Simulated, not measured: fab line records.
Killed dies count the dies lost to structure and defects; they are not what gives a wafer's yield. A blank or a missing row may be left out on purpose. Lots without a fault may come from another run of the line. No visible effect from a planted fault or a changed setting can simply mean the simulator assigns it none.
fab line records | flow sky130
record: lots: 15 wafers: 45 last_day: 50
route steps=708 shown FIELD_ISO@13
lots untouched by any fault: they come from a run of this same line in which no faults occurred
start_h: hours from the record's opening day to when the first of the lot's shown wafers began | wait_h: hours elapsed since this lot's preceding step | " same as the row above | L1.1+2: a single row standing in for several wafers | - either no value or no given start | * or withheld: withheld | < > ~ a bound
route shown NAME@n: a module of which the file shows steps, and the number in the route of the first | usual: mean and standard deviation over wafers with no fault | same: alike in all rows | chamber/n: place in a boat | sites: readings site by site | _std_site: how widely they spread, as a standard deviation | _edge_site: outer sites' mean less inner sites' | radius_mm: for every site, how far away it sits from the centre of the wafer | mask NAME#n: copy n | behind: the last tool/chamber to shape the wafer | hold: reason for holding the lot/hours on hold/outcome of the hold | device: the transistor (n, p or np) that didn't switch | end of line: tests run on the same wafers once the route is complete | for a step that has no rows: nothing shown but its recipe | killed: at the first sort, the dies lost to defects and structure; wafer yield is something else | map: a wafer's dies, x killed, . not, _ none there
set.NAME: the run value of the setting; set.NAME@STEP: its run value at that earlier step | model.NAME: the simulator's own value behind a step, which no gauge read
the route's steps for a sample of lots (tables are steps, rows are wafers)
== steps ==
step: SKY_FIELD_ISO_DEVELOP_12
recipe: develop_time_s: 60 resist: KrF-thick dev_temp_c: 21
usual: chill_plate_temp_C: 23.01/0.11 develop_time_s: 60/0
columns lot.wafer tool chamber start_h wait_h chill_plate_temp_C develop_time_s
L998.3 litho_track-01 0 29 - 23.00 60
L998.4 " 0 " " 22.89 60
L998.5 " 0 " " 22.99 60
L999.1 litho_track-01 0 34 - 22.98 60
L999.5 " 0 " " 22.95 60
L999.6 " 0 " " 22.89 60
L100.3 litho_track-01 0 39 - 23.04 60
L100.4 " 0 " " 23.18 60
L100.6 " 0 " " 22.96 60
L101.1 litho_track-02 0 43 - 22.91 60
L101.2 " 0 " " 23.09 60
L101.6 " 0 44 - 23.12 60
L103.3 litho_track-01 0 54 - 23.04 60
L103.5 " 0 " " 23.12 60
L103.6 " 0 " " 23.04 60
L104.1 litho_track-02 0 61 - 23.12 60
L104.4 " 0 " " 23.16 60
L104.6 " 0 " " 23.17 60
L106.1 litho_track-03 0 71 - 23.11 60
L106.2 " 0 " " 23.04 60
L106.5 " 0 " " 23.01 60
L107.2 litho_track-03 0 78 - 23.12 60
L107.4 " 0 " " 22.94 60
L107.6 " 0 " " 23.13 60
L109.2 litho_track-03 - 87 - - -
L109.4 " - " " - -
L109.5 " - " " - -
L110.3 litho_track-03 - 92 - - -
L110.4 " - " " - -
L110.5 " - " " - -
L111.2 litho_track-01 - 102 - - -
L111.4 " - " " - -
L111.5 " - " " - -
L113.3 litho_track-03 0 107 - 23.18 60
L113.4 " 0 " " 23.18 60
L113.6 " 0 " " 23.20 60
L115.3 litho_track-01 0 115 - 22.97 60
L115.5 " 0 116 - 22.95 60
L115.6 " 0 " " 23.08 60
L118.2 litho_track-03 0 135 - 22.89 60
L118.4 " 0 " " 23.04 60
L118.5 " 0 " " 22.88 60
L119.2 litho_track-01 0 141 - 23.11 60
L119.4 " 0 " " 23.02 60
L119.6 " 0 " " 23.10 60
== key ==
first_sign: step: SKY_FIELD_ISO_DEVELOP_12 reading: tool_record direction: missing
effect none on later readings
met_at SKY_FIELD_ISO_DEVELOP_12
struck_lots L109,L110,L111
later_rows_left_out L109.2,L109.4,L109.5,L110.3,L110.4,L110.5,L111.2,L111.4,L111.5
sort_left_out L109.2,L109.4,L109.5,L110.3,L110.4,L110.5,L111.2,L111.4,L111.5
tester_left_out L109,L110,L111
fault: kind: skipped_step_whole tool: litho_track-01,litho_track-03 chamber: - onset_h: 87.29 steps: SKY_FIELD_ISO_DEVELOP_12 scope: struck_lots_only
tester_left_out: of these lots the tester's yield and bins aren't shown, on N5 and GAA mostly nor the transistor test; their killed dies are dies lost to structure and defects alone, not to doping, threshold or leakage, so they don't give the yield
sort_left_out: the simulated sort isn't trusted on such a fault, so these wafers' sort isn't shown, and their yield isn't known
later_rows_left_out: the simulator's readings of these wafers behind a module that went badly wrong aren't trusted and aren't shown, but for the sort
